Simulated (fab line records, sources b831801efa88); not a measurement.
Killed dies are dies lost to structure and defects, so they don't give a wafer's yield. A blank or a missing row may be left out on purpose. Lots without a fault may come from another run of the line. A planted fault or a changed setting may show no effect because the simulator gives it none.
fab line records | flow gf180mcu
record lots=12 wafers=36 last_day=34
route steps=602 shown POLY_GATE@158 HV_LDD@210 SAB@277 CONTACT@290
lots that met no fault: from a run of the same line without faults
start_h: hours from the record's first day to the start of the lot's first wafer shown | wait_h: hours since the lot's step before | " the same as in the row above | L1.1+2: a row that stands for several wafers | - no value, or no start given | * or withheld: withheld | < > ~ a bound
route shown NAME@n: a module of which the file shows steps, and the number in the route of the first | usual: mean/standard deviation of fault-free wafers | same: alike in all rows | chamber/n: place in a boat | sites: the reading at each site | _std_site: their standard deviation | _edge_site: outer sites' mean less inner sites' | radius_mm: how far each site lies from the wafer's centre | mask NAME#n: copy n | behind: the tool/chamber that last shaped the wafer | hold: why the lot was held/for how many hours/how that ended | device: the transistor (n, p or np) that didn't switch | end of line: the same wafers' tests at the end of the route | a step without rows: its recipe alone | killed: dies lost to structure and defects at the first sort, not the wafer's yield | map: a wafer's dies, x killed, . not, _ none there
set.NAME: the setting as run; set.NAME@STEP: as run at that earlier step | model.NAME: the simulator's own value behind a step, which no gauge read
steps of the route over a sample of lots; a table a step, a row a wafer
services: from which hour (start_h, from the record's first day; less than 0 if before it) a tool's chamber was out of use, for how many hours, and why
## steps
# step GF_POLY_GATE_THK_MEAS_01
# recipe reads=poly-Si_of_POLY_GATE_CVD_00
# usual POLY_GATE_CVD_00_THK=200.6/1.7
# columns lot.wafer tool chamber start_h wait_h POLY_GATE_CVD_00_THK[nm]
L339.1 film_metro-02 - 183.18 0.0 199.6
L339.3 " - " " 198.2
L339.4 " - " " 198.2
L341.4 film_metro-04 - 195.26 0.0 201.4
L341.5 " - " " 203.1
L341.6 " - " " 200.7
L343.1 film_metro-02 - 212.79 0.0 202.4
L343.4 " - " " 202.7
L343.6 " - " " 202.8
L347.1 film_metro-02 - 240.75 0.0 202.3
L347.3 " - " " 200.9
L347.5 " - " " 201.0
L349.4 film_metro-03 - 256.52 0.0 201.0
L349.5 " - " " 199.7
L349.6 " - " " 200.4
L350.3 film_metro-02 - 260.82 0.0 204.7
L350.4 " - " " 204.3
L350.6 " - " " 205.2
L352.2 film_metro-04 - 269.41 0.0 199.0
L352.3 " - " " 200.6
L352.4 " - " " 200.6
L358.4 film_metro-03 - 314.92 0.0 200.7
L358.5 " - " " 201.5
L358.6 " - " " 198.0
L359.1 film_metro-02 - 320.50 0.0 200.1
L359.4 " - " " 201.6
L359.6 " - " " 200.8
L360.4 film_metro-03 - 325.07 0.0 200.4
L360.5 " - " " 201.2
L360.6 " - " " 201.7
L361.4 film_metro-04 - 336.46 0.0 198.8
L361.5 " - " " 198.4
L361.6 " - " " 197.6
L362.2 film_metro-03 - 343.16 0.0 201.1
L362.3 " - " " 201.4
L362.4 " - " " 200.8
# step GF_HV_LDD_IMPLANT_34
# recipe species=P energy_kev=60 dose_cm2=7.5e+12 tilt_deg=30 rotation_deg=90
# usual dose_ions_cm2=7.5e+12/8e+09 faraday_current_uA=42.3/0.93
# columns lot.wafer tool chamber start_h wait_h dose_ions_cm2 faraday_current_uA
L339.1 implanter-02 0 257.14 0.1 7.498e+12 40.8
L339.3 " 0 " " 7.489e+12 42.2
L339.4 " 0 " " 7.497e+12 41.6
L341.4 implanter-02 0 270.15 0.1 7.495e+12 43.2
L341.5 " 0 " " 7.496e+12 41.3
L341.6 " 0 " " 7.498e+12 41.0
L343.1 implanter-01 0 289.88 0.1 7.496e+12 42.4
L343.4 " 0 " " 7.488e+12 44.2
L343.6 " 0 " " 7.497e+12 42.0
L347.1 implanter-01 0 322.09 0.1 7.501e+12 43.8
L347.3 " 0 " " 7.504e+12 41.7
L347.5 " 0 " " 7.499e+12 43.7
L349.4 implanter-02 0 338.69 0.1 7.514e+12 41.8
L349.5 " 0 " " 7.495e+12 42.3
L349.6 " 0 " " 7.494e+12 41.3
L350.3 implanter-02 0 344.19 0.1 5.611e+12 32.3
L350.4 " 0 " " 5.614e+12 31.6
L350.6 " 0 " " 5.604e+12 32.4
L352.2 implanter-02 0 353.36 0.1 5.582e+12 31.1
L352.3 " 0 " " 5.597e+12 31.8
L352.4 " 0 " " 5.575e+12 32.3
L358.4 implanter-01 0 410.04 0.1 7.502e+12 43.3
L358.5 " 0 " " 7.499e+12 40.9
L358.6 " 0 " " 7.484e+12 41.9
L359.1 implanter-03 0 413.32 0.1 7.494e+12 43.9
L359.4 " 0 " " 7.521e+12 41.8
L359.6 " 0 " " 7.511e+12 41.1
L360.4 implanter-01 0 418.96 0.1 7.498e+12 42.6
L360.5 " 0 " " 7.503e+12 42.4
L360.6 " 0 " " 7.503e+12 41.4
L361.4 implanter-02 0 429.99 0.1 7.506e+12 42.0
L361.5 " 0 " " 7.505e+12 42.9
L361.6 " 0 " " 7.506e+12 40.9
L362.2 implanter-02 0 437.80 0.1 7.493e+12 43.9
L362.3 " 0 " " 7.5e+12 43.5
L362.4 " 0 " " 7.494e+12 41.7
# step GF_HV_LDD_TW_MEAS_38
# usual HV_LDD_3_TW=1436/7.2
# columns lot.wafer tool chamber start_h wait_h HV_LDD_3_TW
L339.1 film_metro-03 - 257.69 0.1 1432
L339.3 " - " " 1435
L339.4 " - " " 1445
L341.4 film_metro-01 - 270.66 0.1 1436
L341.5 " - " " 1432
L341.6 " - " " 1442
L343.1 film_metro-01 - 290.43 0.1 1449
L343.4 " - " " 1446
L343.6 " - " " 1441
L347.1 film_metro-03 - 322.64 0.1 1442
L347.3 " - " " 1429
L347.5 " - " " 1434
L349.4 film_metro-03 - 339.20 0.1 1439
L349.5 " - " " 1440
L349.6 " - " " 1441
L350.3 film_metro-01 - 344.71 0.1 1394
L350.4 " - " " 1388
L350.6 " - " " 1402
L352.2 film_metro-03 - 353.90 0.1 1417
L352.3 " - " " 1410
L352.4 " - " " 1422
L358.4 film_metro-03 - 410.55 0.1 1434
L358.5 " - " " 1446
L358.6 " - " " 1435
L359.1 film_metro-01 - 413.87 0.1 1440
L359.4 " - " " 1432
L359.6 " - " " 1435
L360.4 film_metro-01 - 419.47 0.1 1441
L360.5 " - " " 1442
L360.6 " - " " 1431
L361.4 film_metro-04 - 430.50 0.1 1428
L361.5 " - " " 1435
L361.6 " - " " 1424
L362.2 film_metro-01 - 438.34 0.1 1429
L362.3 " - " " 1444
L362.4 " - " " 1436
# step GF_HV_LDD_RS_MEAS_53
# recipe thk_meas_gauge=four-point-probe
# usual HV_LDD_RS=417.7/0.87
# columns lot.wafer tool chamber start_h wait_h HV_LDD_RS[ohm/sq]
L339.1 film_metro-03 - 277.11 0.1 416.9
L339.3 " - " " 417.8
L339.4 " - " " 415.3
L341.4 film_metro-03 - 290.41 0.1 418.2
L341.5 " - " " 417.7
L341.6 " - " " 417.6
L343.1 film_metro-01 - 310.65 0.1 418.3
L343.4 " - " " 419.0
L343.6 " - " " 418.5
L347.1 film_metro-03 - 344.00 0.1 416.4
L347.3 " - " " 417.2
L347.5 " - " " 417.0
L349.4 film_metro-01 - 361.52 0.1 418.0
L349.5 " - " " 419.2
L349.6 " - " " 417.5
L350.3 film_metro-04 - 367.49 0.1 422.0
L350.4 " - " " 421.6
L350.6 " - " " 422.4
L352.2 film_metro-01 - 377.13 0.1 423.3
L352.3 " - " " 422.7
L352.4 " - " " 423.4
L358.4 film_metro-01 - 434.88 0.1 418.8
L358.5 " - " " 419.0
L358.6 " - " " 418.6
L359.1 film_metro-03 - 439.27 0.1 417.8
L359.4 " - " " 417.1
L359.6 " - " " 417.8
L360.4 film_metro-03 - 444.42 0.1 417.7
L360.5 " - " " 418.5
L360.6 " - " " 417.7
L361.4 film_metro-01 - 455.31 0.1 417.3
L361.5 " - " " 416.3
L361.6 " - " " 416.7
L362.2 film_metro-01 - 463.17 0.1 418.0
L362.3 " - " " 417.9
L362.4 " - " " 418.0
# step GF_SAB_STRIP_13
# recipe chemistry=O2/N2 power_w=1400 pressure_mtorr=1500 platen_temp_c=250 o2_flow_sccm=3000 n2_flow_sccm=300 overash_fraction=0.5
# usual drypump_motor_current_A=5.63/0.27 heater_power_w=352/29 n2_flow_sccm=299.9/1 oes_product_au=0.710/0.0048 strip_time_to_endpoint_s=12.62/0.032
# columns lot.wafer tool chamber start_h wait_h drypump_motor_current_A heater_power_w n2_flow_sccm oes_product_au rf_hours_counter_h strip_time_to_endpoint_s
L339.1 plasma_asher-04 0 343.31 0.0 5.75 358 298.4 0.714 53 12.65
L339.3 " 0 " " 5.74 367 297.2 0.714 - 12.65
L339.4 " 1 " " 5.21 324 301.2 0.716 - 12.63
L341.4 plasma_asher-04 1 357.26 0.0 5.21 328 298.7 0.712 - 12.60
L341.5 " 0 " " 5.75 367 299.5 0.715 - 12.58
L341.6 " 1 " " 5.19 326 298.4 0.718 - 12.56
L343.1 plasma_asher-01 0 379.88 0.0 5.54 277 301.5 0.709 77 12.69
L343.4 " 0 " " 5.52 265 301.2 0.708 - 12.64
L343.6 " 1 " " 6.26 363 300.9 0.714 - 12.66
L347.1 plasma_asher-03 1 416.93 0.0 5.65 373 299.5 0.706 73 12.65
L347.3 " 0 " " 5.67 391 300.3 0.709 - 12.64
L347.5 " 1 " " 5.67 356 299.4 0.712 - 12.64
L349.4 plasma_asher-03 0 436.26 0.0 5.67 390 299.3 0.717 - 12.58
L349.5 " 1 " " 5.66 367 299.9 0.711 - 12.61
L349.6 " 0 " " 5.67 386 300.7 0.710 - 12.62
L350.3 plasma_asher-03 0 441.31 0.0 5.67 381 297.9 0.702 - 12.61
L350.4 " 1 " " 5.63 363 300.1 0.714 - 12.62
L350.6 " 0 " " 5.69 383 299.7 0.710 - 12.59
L352.2 plasma_asher-03 0 452.12 0.0 5.68 387 299.0 0.709 2 12.66
L352.3 " 0 " " 5.64 386 299.0 0.705 - 12.62
L352.4 " 1 " " 5.65 365 299.1 0.712 - 12.63
L358.4 plasma_asher-04 1 511.42 0.0 5.20 324 299.4 0.717 - 12.63
L358.5 " 1 " " 5.21 332 299.1 0.701 - 12.65
L358.6 " 0 " " 5.71 363 299.0 0.711 - 12.62
L359.1 plasma_asher-04 0 515.01 0.0 5.71 357 299.9 0.710 70 12.57
L359.4 " 1 " " 5.21 323 301.2 0.711 - 12.58
L359.6 " 0 " " 5.69 356 299.9 0.708 - 12.55
L360.4 plasma_asher-01 0 521.15 0.0 5.54 279 300.4 0.707 - 12.63
L360.5 " 0 " " 5.51 276 302.1 0.701 - 12.64
L360.6 " 1 " " 6.30 358 302.2 0.707 - 12.58
L361.4 plasma_asher-01 0 530.20 0.0 5.51 275 299.2 0.710 - 12.61
L361.5 " 1 " " 6.26 355 300.7 0.707 - 12.67
L361.6 " 0 " " 5.52 287 298.9 0.707 - 12.68
L362.2 plasma_asher-03 1 537.42 0.0 5.65 361 300.3 0.707 10 12.61
L362.3 " 1 " " 5.63 358 301.7 0.718 - 12.66
L362.4 " 0 " " 5.68 381 300.3 0.708 - 12.61
# step GF_CONTACT_THK_MEAS_03
# recipe reads=SiO2_of_CONTACT_CVD_02
# usual CONTACT_CVD_02_THK=858/12
# columns lot.wafer tool chamber start_h wait_h CONTACT_CVD_02_THK[nm]
L339.1 film_metro-04 - 344.21 0.0 854
L339.3 " - " " 862
L339.4 " - " " 880
L341.4 film_metro-03 - 358.15 0.0 880
L341.5 " - " " 868
L341.6 " - " " 860
L343.1 film_metro-03 - 380.77 0.0 844
L343.4 " - " " 847
L343.6 " - " " 844
L347.1 film_metro-04 - 417.82 0.0 857
L347.3 " - " " 843
L347.5 " - " " 864
L349.4 film_metro-04 - 437.16 0.0 877
L349.5 " - " " 866
L349.6 " - " " 867
L350.3 film_metro-03 - 442.19 0.1 837
L350.4 " - " " 852
L350.6 " - " " 843
L352.2 film_metro-04 - 453.01 0.0 855
L352.3 " - " " 864
L352.4 " - " " 871
L358.4 film_metro-04 - 512.32 0.0 868
L358.5 " - " " 850
L358.6 " - " " 871
L359.1 film_metro-04 - 515.91 0.0 860
L359.4 " - " " 874
L359.6 " - " " 862
L360.4 film_metro-01 - 522.18 0.0 866
L360.5 " - " " 874
L360.6 " - " " 874
L361.4 film_metro-03 - 531.08 0.0 885
L361.5 " - " " 867
L361.6 " - " " 881
L362.2 film_metro-04 - 538.32 0.0 860
L362.3 " - " " 853
L362.4 " - " " 873
## services
# columns tool chamber start_h hours kind
implanter-03 - 241.65 0.5 repair
implanter-01 - 255.34 2.1 repair
implanter-01 - 261.87 8.7 repair
plasma_asher-03 - 283.32 1.3 repair
plasma_asher-03 - 289.55 2.9 repair
implanter-02 - 301.62 4.1 repair
plasma_asher-04 - 301.93 12.0 repair
plasma_asher-03 - 339.36 3.4 repair
implanter-02 - 348.87 4.1 repair
plasma_asher-03 - 357.17 2.8 pm
plasma_asher-04 - 361.30 9.1 repair
plasma_asher-04 - 377.68 2.9 pm
plasma_asher-03 - 392.26 1.7 repair
plasma_asher-03 - 393.72 7.6 repair
plasma_asher-01 - 409.53 0.5 repair
plasma_asher-03 - 421.25 9.0 pm
plasma_asher-03 0 421.25 9.0 vent_cycle
plasma_asher-03 1 421.25 9.0 vent_cycle
implanter-03 - 430.01 3.9 pm
plasma_asher-03 0 430.25 - clean
plasma_asher-03 1 430.25 - clean
implanter-01 - 448.43 1.4 repair
plasma_asher-03 - 457.43 9.3 repair
implanter-01 - 463.61 5.3 pm
## key
first_sign step=GF_HV_LDD_IMPLANT_34 reading=dose_ions_cm2 direction=down sigmas=99+ usual=7.5e+12 struck=5.597e+12
effect step=GF_HV_LDD_IMPLANT_34 reading=faraday_current_uA direction=down sigmas=11 usual=42.3 struck=31.9
effect step=GF_HV_LDD_TW_MEAS_38 reading=HV_LDD_3_TW direction=down sigmas=4.2 usual=1436 struck=1406
effect step=GF_HV_LDD_RS_MEAS_53 reading=HV_LDD_RS direction=up sigmas=5.5 usual=417.7 struck=422.6
met_at GF_HV_LDD_IMPLANT_34
struck_lots L350,L352
tester_left_out L350,L352
not_acting_at GF_POLY_GATE_THK_MEAS_01,GF_SAB_STRIP_13,GF_CONTACT_THK_MEAS_03
onset_between 338.69 344.19
fault kind=process_parameter_drift tool=implanter-02 chamber=- onset_h=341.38 steps=GF_HV_LDD_IMPLANT_34 channel=dose_cm2 offset=-1.8993e+12 shape=step end_h=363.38 acts_in=these_recipes_only stated=7.5e+12
# tester_left_out: of these lots the tester's yield and bins aren't shown, on N5 and GAA mostly nor the transistor test; their killed dies are dies lost to structure and defects alone, not to doping, threshold or leakage, so they don't give the yield
